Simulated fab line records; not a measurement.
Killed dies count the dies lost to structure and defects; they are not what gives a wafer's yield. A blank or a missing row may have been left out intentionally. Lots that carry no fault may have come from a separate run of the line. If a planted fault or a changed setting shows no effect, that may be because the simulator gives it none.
Comparing a struck lot with a sound one :: flow sky130 :: 15 steps out of a route of 708
Sound: these wafers, L838.3, L838.4, L838.5. Wafers L842.1, L842.2, L842.5 were the ones struck. Last of all comes the cause.
At each step with rows: each side's tool, then ch and its chambers, then its first start. Under that, the readings that differ: sound wafers :: struck wafers :: difference of the means :: sigmas: that difference in standard deviations of wafers without a fault.
alike: a reading whose means differ by less than 2 such deviations, as well as words and numbers matching on both sides. not compared: withheld readings; readings where some wafer has no value; bounds like >300 that might hide an equal value; numbers whose values overlap and for which the record gives no deviation.
Wherever a step has rows on one side only, a row that says differs or no value, or a row with sigmas, the two part there. When numbers do not overlap yet have no deviation, they are printed without sigmas and do not part them. Lack of a reading on every wafer of one side parts them only where that side has two or more wafers.

first, 4 steps without rows for these wafers: SKY_VT_ADJUST_HVTR_SOFTBAKE_03 (time 60 s); SKY_VT_ADJUST_HVTR_EXPOSE_04 (exposes mask HVTRM, target cd 380 nm); SKY_VT_ADJUST_HVTR_PEB_05; SKY_VT_ADJUST_HVTR_DEVELOP_06 (develop time 60 s).
SKY_VT_ADJUST_HVTR_CD_MEAS_07: the cd target is 380 nm.
  sound on cd-sem-01, day 12 06:30; struck on cd-sem-01, day 13 11:41
  alike: cd-nm
SKY_VT_ADJUST_HVTR_OVL_MEAS_08:
  sound on overlay-01, day 12 06:35; struck on overlay-02, day 13 11:49
  alike: VT_ADJUST_HVTR_OVL
after that, 1 step had no rows for these wafers: SKY_VT_ADJUST_HVTR_IMPLANT_09.
SKY_VT_ADJUST_HVTR_STRIP_10: strips in O2/N2.
  sound on plasma-asher-01 ch 0,1, day 12 06:48; struck on plasma-asher-01 ch 0,1, day 13 11:59
  alike: drypump-motor-current-A, n2-flow-sccm, oes-product-au, strip-time-to-endpoint-s
  not compared: rf-hours-counter-h
SKY_VT_ADJUST_HVTR_TW_MEAS_11:
  sound on film-metro-02, day 12 06:53; struck on film-metro-04, day 13 12:05
  alike: VT_ADJUST_HVTR_TW
then, 3 steps without rows for these wafers: SKY_VT_ADJUST_PCH_DEHYDRATE_00 (time 60 s); SKY_VT_ADJUST_PCH_HMDS_01 (prime time 60 s); SKY_VT_ADJUST_PCH_COAT_02 (resist thk 3000 nm).
SKY_VT_ADJUST_PCH_SOFTBAKE_03:
  sound on litho-track-01 ch 0, day 12 18:23; struck on litho-track-01 ch 0, day 13 23:52
reading: heater-power-total-W (W)
sound: 65.13 65.27 65.54
struck: 66.34 66.15 66.13
difference: +0.89
sigmas: +6

reading: plate-temp-C (C)
sound: 109.94 110.17 109.70
struck: 111.35 111.13 111.05
difference: +1.24
sigmas: +10
then, 1 step without rows for these wafers: SKY_VT_ADJUST_PCH_EXPOSE_04 (exposes mask NWM, target cd 840 nm).
-- the record jumps here: 35 days lie between the struck wafers' starts before and after (it left off in module VT_ADJUST_PCH and takes up again in module PAD_OPEN, whose first step shown is number 708 of the route) --
SKY_PAD_OPEN_PROBE_99:
  the record has rows for the struck wafers here (prober-01, day 49 05:12) and none for the sound ones

WHERE THEY PART
First at SKY_VT_ADJUST_PCH_SOFTBAKE_03; last, within this record, at SKY_PAD_OPEN_PROBE_99.

WHY: the cause the simulator had injected
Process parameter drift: litho-track-01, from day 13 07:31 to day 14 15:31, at SKY_VT_ADJUST_PCH_SOFTBAKE_03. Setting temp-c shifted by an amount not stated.
